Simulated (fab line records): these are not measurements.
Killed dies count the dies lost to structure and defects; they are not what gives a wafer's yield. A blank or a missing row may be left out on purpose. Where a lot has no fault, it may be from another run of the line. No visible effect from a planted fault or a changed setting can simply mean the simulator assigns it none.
Problem report, 8D (eight disciplines) form, completed by code | flow sky130 | the parts of the form that need people (team, actions taken, sign-off) are left out

== 1. THE ISSUE ==
Mean of run_length_s at SKY_FIELD_ISO_WET_ETCH_30: 53.2 s across 6 wafers in 2 lots; on wafers with no fault it is 78.0 s (standard deviation 2.9). Relative to the usual mean, that is a shift of -8.5 standard deviations.
The step: etches SiO2 in dHF, target depth 25 nm, time 50 s.
Seen first at day 4 23:53 on wet_bench-04, wafer L919.1. Wafers with a number at this step in the record: 18, from 6 lots. By rule, "out" or "out of limits" means more than 4 standard deviations away from the usual mean. Any other wafer with a number is counted as sound.

== 2. WHAT IT IS AND WHAT IT IS NOT ==
question                    | is                     | is not
which readings at this step | run_length_s           | -
which lots                  | L919, L920             | L912, L915, L927, L930
which wafers of those lots  | all that have a number | -
read on which tools         | wet_bench-04           | wet_bench-02, wet_bench-03
when                        | from day 4 23:53       | up to then (6 sound wafers); but 6 sound wafers of L927, L930 came after

== 3. THE SUSPECTS, EACH WITH WHAT RULES IT OUT ==
Counting: any tool at a process step up to the reading is kept as a suspect provided that every lot that is out went through it and no sound lot did after the first of them.
- cmp-01 at SKY_FIELD_ISO_CMP_27 (polishes, stops on Si3N4, t overpolish 16 s, target thk 457.8 nm): ruled out as a lasting fault. Sound lots L930 ran on it after its first lot that is out, L919 (day 4 23:01).
- wet_bench-04 at SKY_FIELD_ISO_WET_ETCH_30 (etches SiO2 in dHF, target depth 25 nm, time 50 s): kept. It processed each lot that is out, first L919 at day 4 23:53, and no sound lot thereafter; up to then, the last sound lot it processed was L912 at day 3 12:25. On those wafers its own readings are out: run_length_s.
After counting, what remains is wet_bench-04 at SKY_FIELD_ISO_WET_ETCH_30.

== 4. THE CAUSE (what the simulator had put in) ==
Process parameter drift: wet_bench-04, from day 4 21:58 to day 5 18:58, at SKY_FIELD_ISO_WET_ETCH_30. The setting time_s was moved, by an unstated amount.
The count eliminated every tool but this one.

== 5. THE CHAIN OF EFFECTS, in route order ==
Each row: a reading where the mean over the struck wafers with a number is more than 3 standard deviations away from the usual. Readings are gone through only where the record gives a usual standard deviation; hours: the median, over the lots, of the time from a lot's start at the first step in this table giving one to that lot's start at this step; sigmas: the change measured in usual standard deviations.
hours | step                      | reading      | usual  | on struck wafers | change | sigmas
0     | SKY_FIELD_ISO_WET_ETCH_30 | run_length_s | 78.0 s | 53.2             | -24.8  | -8.5
The process steps in it:
- SKY_FIELD_ISO_WET_ETCH_30: etches SiO2 in dHF, target depth 25 nm, time 50 s.
Later steps that measure or inspect, where all struck wafers having a row at the step show a number for every such reading and not one has moved that far: SKY_NWELL_THK_MEAS_02, SKY_DNWELL_TW_MEAS_09, SKY_PWDE_OVL_MEAS_07, SKY_PWDE_TW_MEAS_10.

== 6. HOW IT WOULD HAVE BEEN CAUGHT EARLIER ==
The fault began at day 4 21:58; the first out-of-limits reading in this record came at day 4 23:53, 2 hours later.
